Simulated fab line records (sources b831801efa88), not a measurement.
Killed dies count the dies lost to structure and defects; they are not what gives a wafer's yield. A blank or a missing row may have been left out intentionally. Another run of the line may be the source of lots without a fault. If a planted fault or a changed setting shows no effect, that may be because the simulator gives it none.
fab line records | flow sky130
record: lots: 6 wafers: 18 last_day: 50
route steps=708 shown VT_ADJUST_LVTN@117 VT_ADJUST_NCORE@119 VT_ADJUST_HVTR@131 VT_ADJUST_PCH@143
lots untouched by any fault: they come from a run of this same line in which no faults occurred
start_h: hours from the record's opening day to when the first of the lot's shown wafers began | wait_h: how many hours have passed since the lot's step before this one | " same as the row above | L1.1+2: one row covering several wafers at once | - no value, or no start given | * or withheld: withheld | < > ~ a bound
route shown NAME@n: a module of which the file shows steps, and the number in the route of the first | usual: mean and standard deviation over wafers with no fault | same: alike in all rows | chamber/n: place in a boat | sites: the reading at each site | _std_site: standard deviation of those values | _edge_site: outer sites' mean less inner sites' | radius_mm: how far each site lies from the wafer's centre | mask NAME#n: copy n | behind: the most recent tool/chamber to have shaped the wafer | hold: the reason the lot was held/the length of the hold in hours/how it ended | device: the transistor (n, p or np) that didn't switch | end of line: at the end of the route, the tests of the same wafers | a step with no rows: only its recipe | killed: count of dies lost to structure and defects at first sort (not the wafer's yield) | map: the dies of a wafer, with x for killed, . for not killed, _ for no die there
set.NAME: the setting that was run; set.NAME@STEP: the one run at that earlier step | model.NAME: the simulator's own value behind a step, which no gauge read
lots at selected steps of the route; one table per step, one row per wafer
services: the hour from which a tool's chamber was out of use, counted from the record's first day as start_h (under 0 if before that day), plus the number of hours and why
== steps ==
step: SKY_VT_ADJUST_LVTN_STRIP_20
recipe: chemistry: O2/N2 power_w: 1400 pressure_mtorr: 1500 platen_temp_c: withheld o2_flow_sccm: 3000 n2_flow_sccm: 300 overash_fraction: 0.5
usual: chamber_pressure_mTorr: 1500.1/1.4 drypump_motor_current_A: 5.8/0.35 oes_product_au: 0.716/0.0044 strip_time_to_endpoint_s: 14.19/0.049
columns lot.wafer tool chamber start_h wait_h chamber_pressure_mTorr drypump_motor_current_A oes_product_au rf_hours_counter_h strip_time_to_endpoint_s
L917.1 plasma_asher-04 1 170.72 0.1 1498.0 6.3 0.716 5 14.16
L917.3 " 1 " " 1500.3 6.3 0.715 - 14.16
L917.6 " 1 " " 1502.4 6.3 0.720 - 14.15
L924.2 plasma_asher-01 1 220.27 0.1 1500.9 5.7 0.714 54 14.26
L924.4 " 1 " " 1499.7 5.7 0.721 - 14.22
L924.5 " 1 " " 1503.3 5.7 0.720 - 14.24
L927.3 plasma_asher-03 0 244.39 0.1 1498.1 5.6 0.717 - 14.18
L927.5 " 0 " " 1501.3 5.6 0.713 - 14.17
L927.6 " 1 " " 1501.0 5.7 0.714 - 14.15
L928.1 plasma_asher-03 0 253.09 0.1 1502.5 5.6 0.712 56 14.14
L928.2 " 1 " " 1500.2 5.6 0.714 56 14.19
L928.4 " 0 " " 1500.6 5.6 0.716 - 14.19
L929.3 plasma_asher-04 1 255.09 0.1 1499.4 6.3 0.715 - 14.10
L929.5 " 1 " " 1500.1 6.3 0.719 - 14.19
L929.6 " 0 " " 1499.9 5.9 0.714 - 14.14
L939.1 plasma_asher-01 0 317.79 0.1 1499.9 5.2 0.714 64 14.25
L939.3 " 1 " " 1501.1 5.7 0.711 - 14.24
L939.4 " 0 " " 1497.3 5.2 0.707 - 14.25
step: SKY_VT_ADJUST_LVTN_TW_MEAS_21
usual: VT_ADJUST_LVTN_2_TW: 188.0/1.8
columns lot.wafer tool chamber start_h wait_h VT_ADJUST_LVTN_2_TW
L917.1 film_metro-03 - 170.82 0.1 188.8
L917.3 " - " " 189.1
L917.6 " - " " 188.6
L924.2 film_metro-03 - 220.38 0.1 189.8
L924.4 " - " " 188.9
L924.5 " - " " 189.1
L927.3 film_metro-02 - 244.47 0.1 191.9
L927.5 " - " " 189.3
L927.6 " - " " 190.8
L928.1 film_metro-01 - 253.19 0.1 185.0
L928.2 " - " " 185.4
L928.4 " - " " 185.8
L929.3 film_metro-02 - 255.20 0.1 190.3
L929.5 " - " " 191.1
L929.6 " - " " 190.2
L939.1 film_metro-03 - 317.89 0.1 189.7
L939.3 " - " " 190.0
L939.4 " - " " 189.7
step: SKY_VT_ADJUST_NCORE_DEHYDRATE_00
recipe: temp_c: 200 time_s: 60
step: SKY_VT_ADJUST_NCORE_HMDS_01
recipe: prime_time_s: 60 prime_temp_c: 120
step: SKY_VT_ADJUST_NCORE_COAT_02
recipe: resist: NOVOLAK spin_rpm: 3000 resist_thk_nm: 1140
step: SKY_VT_ADJUST_NCORE_SOFTBAKE_03
recipe: temp_c: 90 time_s: 60 resist: NOVOLAK
step: SKY_VT_ADJUST_NCORE_EXPOSE_04
recipe: mask_id: LVTN_COMPLEMENT_THIN na: 0.6 source_shape: conventional sigma_outer: 0.6 polarization: unpolarized target_cd_nm: 380 dose_mj: 139
step: SKY_VT_ADJUST_NCORE_PEB_05
recipe: temp_c: withheld time_s: * resist: NOVOLAK
step: SKY_VT_ADJUST_NCORE_DEVELOP_06
recipe: resist: NOVOLAK developer: TMAH develop_time_s: 60 dev_temp_c: 23.78
step: SKY_VT_ADJUST_NCORE_CD_MEAS_07
recipe: target_cd_nm: 380
usual: cd_nm: 380.2/2.9
columns lot.wafer tool chamber start_h wait_h cd_nm
L917.1 cd_sem-01 - 192.17 0.1 382.0
L917.3 " - " " 385.3
L917.6 " - " " 384.6
L924.2 cd_sem-02 - 242.16 0.1 381.6
L924.4 " - " " 380.3
L924.5 " - " " 379.7
L927.3 cd_sem-01 - 267.86 0.1 377.2
L927.5 " - " " 375.2
L927.6 " - " " 379.1
L928.1 cd_sem-02 - 276.22 0.1 379.5
L928.2 " - " " 382.0
L928.4 " - " " 376.3
L929.3 cd_sem-02 - 278.55 0.2 378.7
L929.5 " - " " 381.7
L929.6 " - " " 377.3
L939.1 cd_sem-02 - 344.48 0.1 379.1
L939.3 " - " " 381.1
L939.4 " - " " 381.2
step: SKY_VT_ADJUST_NCORE_OVL_MEAS_08
usual: VT_ADJUST_NCORE_OVL: 0.6/2
columns lot.wafer tool chamber start_h wait_h VT_ADJUST_NCORE_OVL[nm]
L917.1 overlay-02 - 192.29 0.1 1.4
L917.3 " - " " 0.6
L917.6 " - " " 0.5
L924.2 overlay-01 - 242.27 0.1 -0.7
L924.4 " - " " -0.5
L924.5 " - " " 0.4
L927.3 overlay-02 - 267.95 0.1 2.9
L927.5 " - " " 3.7
L927.6 " - " " 2.4
L928.1 overlay-02 - 276.34 0.1 -0.2
L928.2 " - " " -1.6
L928.4 " - " " -0.5
L929.3 overlay-02 - 278.65 0.1 1.5
L929.5 " - " " -1.1
L929.6 " - " " 0.5
L939.1 overlay-01 - 344.60 0.1 -1.9
L939.3 " - " " -1.1
L939.4 " - " " -1.9
step: SKY_VT_ADJUST_NCORE_IMPLANT_09
recipe: species: B energy_kev: 10 dose_cm2: 2.4e+12 tilt_deg: withheld
step: SKY_VT_ADJUST_NCORE_STRIP_10
recipe: chemistry: O2/N2 power_w: 1400 pressure_mtorr: 1500 platen_temp_c: withheld o2_flow_sccm: 3000 n2_flow_sccm: 300 overash_fraction: 0.5
usual: chamber_pressure_mTorr: 1500.0/1.5 drypump_motor_current_A: 5.47/0.25 oes_product_au: 0.715/0.0043 strip_time_to_endpoint_s: 14.17/0.047
columns lot.wafer tool chamber start_h wait_h chamber_pressure_mTorr drypump_motor_current_A oes_product_au rf_hours_counter_h strip_time_to_endpoint_s model.NOVOLAK_of_VT_ADJUST_NCORE_COAT_02.thk_nm
L917.1 plasma_asher-02 1 192.47 0.1 1504.3 5.07 0.716 37 14.15 0
L917.3 " 0 " " 1499.7 5.67 0.721 - 14.18 0
L917.6 " 0 " " 1499.9 5.68 0.719 - 14.16 0
L924.2 plasma_asher-01 1 242.45 0.1 1501.4 5.67 0.717 56 14.18 0
L924.4 " 0 " " 1504.4 5.24 0.709 - 14.22 0
L924.5 " 0 " " 1499.0 5.24 0.710 - 14.15 0
L927.3 plasma_asher-01 1 268.16 0.1 - - - - - 1141
L927.5 " 0 " " - - - - - 1143
L927.6 " 1 " " - - - - - 1145
L928.1 plasma_asher-02 1 276.52 0.1 - - - - - 1140
L928.2 " 0 " " - - - - - 1139
L928.4 " 0 " " - - - - - 1139
L929.3 plasma_asher-02 1 278.85 0.1 1503.0 5.07 0.713 - 14.13 0
L929.5 " 1 " " 1499.3 5.07 0.717 - 14.17 0
L929.6 " 0 " " 1496.6 5.70 0.720 - 14.17 0
L939.1 plasma_asher-03 0 344.79 0.1 1498.3 5.60 0.719 65 14.19 0
L939.3 " 0 " " 1499.4 5.55 0.714 - 14.16 0
L939.4 " 1 " " 1498.3 5.65 0.717 - 14.14 0
step: SKY_VT_ADJUST_NCORE_TW_MEAS_11
usual: VT_ADJUST_NCORE_TW: 220.5/0.92
columns lot.wafer tool chamber start_h wait_h VT_ADJUST_NCORE_TW
L917.1 film_metro-02 - 192.57 0.1 221.2
L917.3 " - " " 220.1
L917.6 " - " " 220.4
L924.2 film_metro-02 - 242.56 0.1 220.2
L924.4 " - " " 220.2
L924.5 " - " " 221.2
L927.3 film_metro-04 - 268.24 0.1 220.4
L927.5 " - " " 220.1
L927.6 " - " " 220.5
L928.1 film_metro-04 - 276.62 0.1 218.9
L928.2 " - " " 219.7
L928.4 " - " " 220.7
L929.3 film_metro-02 - 278.94 0.1 220.8
L929.5 " - " " 221.0
L929.6 " - " " 220.9
L939.1 film_metro-04 - 344.89 0.1 221.0
L939.3 " - " " 221.3
L939.4 " - " " 221.8
step: SKY_VT_ADJUST_HVTR_DEHYDRATE_00
recipe: temp_c: 200 time_s: 60
step: SKY_VT_ADJUST_HVTR_HMDS_01
recipe: prime_time_s: 60 prime_temp_c: 120
step: SKY_VT_ADJUST_HVTR_COAT_02
recipe: resist: NOVOLAK spin_rpm: 3000 resist_thk_nm: 1140
step: SKY_VT_ADJUST_HVTR_SOFTBAKE_03
recipe: temp_c: 90 time_s: 60 resist: NOVOLAK
step: SKY_VT_ADJUST_HVTR_EXPOSE_04
recipe: mask_id: HVTRM target_cd_nm: 380 na: 0.6 source_shape: conventional sigma_outer: 0.6 dose_mj: 150
step: SKY_VT_ADJUST_HVTR_PEB_05
recipe: temp_c: withheld time_s: * resist: NOVOLAK
step: SKY_VT_ADJUST_HVTR_DEVELOP_06
recipe: develop_time_s: 60 dev_temp_c: 23
step: SKY_VT_ADJUST_HVTR_CD_MEAS_07
recipe: target_cd_nm: 380
usual: cd_nm: 380.5/2.5
columns lot.wafer tool chamber start_h wait_h cd_nm
L917.1 cd_sem-01 - 214.00 0.1 381.0
L917.3 " - " " 379.3
L917.6 " - " " 382.2
L924.2 cd_sem-01 - 266.46 0.1 381.6
L924.4 " - " " 382.5
L924.5 " - " " 378.7
L927.3 cd_sem-01 - 289.89 0.1 380.3
L927.5 " - " " 382.6
L927.6 " - " " 381.6
L928.1 cd_sem-01 - 299.08 0.1 375.4
L928.2 " - " " 377.1
L928.4 " - " " 376.7
L929.3 cd_sem-01 - 303.08 0.1 376.8
L929.5 " - " " 378.0
L929.6 " - " " 378.0
L939.1 cd_sem-02 - 371.54 0.1 380.4
L939.3 " - " " 381.5
L939.4 " - " " 382.3
step: SKY_VT_ADJUST_HVTR_OVL_MEAS_08
usual: VT_ADJUST_HVTR_OVL: -0.2/1.6
columns lot.wafer tool chamber start_h wait_h VT_ADJUST_HVTR_OVL[nm]
L917.1 overlay-01 - 214.12 0.1 -0.4
L917.3 " - " " -0.4
L917.6 " - " " -1.2
L924.2 overlay-01 - 266.57 0.1 0.0
L924.4 " - " " 1.8
L924.5 " - " " 0.0
L927.3 overlay-01 - 289.98 0.1 -0.4
L927.5 " - " " 0.1
L927.6 " - " " -1.0
L928.1 overlay-01 - 299.20 0.1 1.2
L928.2 " - " " 0.2
L928.4 " - " " -0.5
L929.3 overlay-02 - 303.18 0.1 2.3
L929.5 " - " " 5.0
L929.6 " - " " 1.6
L939.1 overlay-01 - 371.66 0.1 -1.0
L939.3 " - " " -4.2
L939.4 " - " " -1.6
step: SKY_VT_ADJUST_HVTR_IMPLANT_09
recipe: species: B energy_kev: 10 dose_cm2: 2.1e+12 tilt_deg: withheld
step: SKY_VT_ADJUST_HVTR_STRIP_10
recipe: chemistry: O2/N2 power_w: 1400 pressure_mtorr: 1500 platen_temp_c: withheld o2_flow_sccm: 3000 n2_flow_sccm: 300 overash_fraction: 0.5
usual: chamber_pressure_mTorr: 1500.0/1.3 drypump_motor_current_A: 5.6/0.41 oes_product_au: 0.716/0.0049 strip_time_to_endpoint_s: 14.19/0.038
columns lot.wafer tool chamber start_h wait_h chamber_pressure_mTorr drypump_motor_current_A oes_product_au rf_hours_counter_h strip_time_to_endpoint_s
L917.1 plasma_asher-01 0 214.31 0.1 1498.4 5.2 0.717 53 14.19
L917.3 " 0 " " 1500.0 5.2 0.720 - 14.21
L917.6 " 0 " " 1501.9 5.2 0.721 - 14.22
L924.2 plasma_asher-02 1 266.75 0.1 1500.1 5.1 0.711 44 14.15
L924.4 " 0 " " 1497.4 5.7 0.720 - 14.10
L924.5 " 0 " " 1498.6 5.7 0.717 - 14.13
L927.3 plasma_asher-02 0 290.19 0.1 1500.7 5.7 0.736 - 31.28
L927.5 " 0 " " 1497.5 5.7 0.726 - 31.28
L927.6 " 1 " " 1502.3 5.1 0.717 - 31.34
L928.1 plasma_asher-04 1 299.39 0.1 1500.8 6.3 0.712 18 31.28
L928.2 " 0 " " 1499.8 6.0 0.722 18 31.25
L928.4 " 1 " " 1497.0 6.3 0.726 - 31.24
L929.3 plasma_asher-02 1 303.38 0.1 1498.2 5.1 0.709 - 14.15
L929.5 " 0 " " 1499.9 5.7 0.715 - 14.15
L929.6 " 1 " " 1501.3 5.1 0.713 - 14.17
L939.1 plasma_asher-01 1 371.85 0.1 1500.4 5.7 0.719 69 14.19
L939.3 " 0 " " 1499.8 5.2 0.723 - 14.20
L939.4 " 1 " " 1497.5 5.7 0.722 - 14.16
step: SKY_VT_ADJUST_HVTR_TW_MEAS_11
usual: VT_ADJUST_HVTR_TW: 211.4/2.1
columns lot.wafer tool chamber start_h wait_h VT_ADJUST_HVTR_TW
L917.1 film_metro-02 - 214.41 0.1 212.7
L917.3 " - " " 212.1
L917.6 " - " " 212.5
L924.2 film_metro-02 - 266.86 0.1 213.3
L924.4 " - " " 211.8
L924.5 " - " " 211.7
L927.3 film_metro-04 - 290.28 0.1 30.1
L927.5 " - " " 30.2
L927.6 " - " " 30.1
L928.1 film_metro-04 - 299.49 0.1 30.0
L928.2 " - " " 30.2
L928.4 " - " " 30.1
L929.3 film_metro-01 - 303.47 0.1 209.1
L929.5 " - " " 207.8
L929.6 " - " " 208.0
L939.1 film_metro-04 - 371.95 0.1 213.1
L939.3 " - " " 213.8
L939.4 " - " " 213.7
step: SKY_VT_ADJUST_PCH_DEHYDRATE_00
recipe: temp_c: 200 time_s: 60
== services ==
columns tool chamber start_h hours kind
plasma_asher-04 - 331.16 0.5 repair
plasma_asher-02 - 369.42 8.3 repair
== key ==
first_sign: step: SKY_VT_ADJUST_NCORE_STRIP_10 reading: tool_record direction: missing
effect: step: SKY_VT_ADJUST_HVTR_STRIP_10 reading: strip_time_to_endpoint_s direction: up sigmas: 99+ usual: * struck: *
effect: step: SKY_VT_ADJUST_HVTR_TW_MEAS_11 reading: VT_ADJUST_HVTR_TW direction: down sigmas: 85 usual: 211.4 struck: 30.1
model_effect: step: SKY_VT_ADJUST_NCORE_STRIP_10 value: NOVOLAK_of_VT_ADJUST_NCORE_COAT_02.thk_nm without: 0 struck: 1141
met_at SKY_VT_ADJUST_NCORE_STRIP_10
struck_wafers L927.3,L927.5,L927.6,L928.1,L928.2,L928.4
sort_left_out L927.3,L927.5,L927.6,L928.1,L928.2,L928.4
tester_left_out L927,L928
onset_between 242.45 268.16
fault: kind: skipped_step_whole tool: plasma_asher-01,plasma_asher-02 chamber: - onset_h: 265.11 steps: SKY_VT_ADJUST_NCORE_STRIP_10 scope: struck_lots_only
tester_left_out: of these lots the tester's yield and bins aren't shown, on N5 and GAA mostly nor the transistor test; their killed dies are dies lost to structure and defects alone, not to doping, threshold or leakage, so they don't give the yield
sort_left_out: the simulated sort isn't trusted on such a fault, so these wafers' sort isn't shown, and their yield isn't known
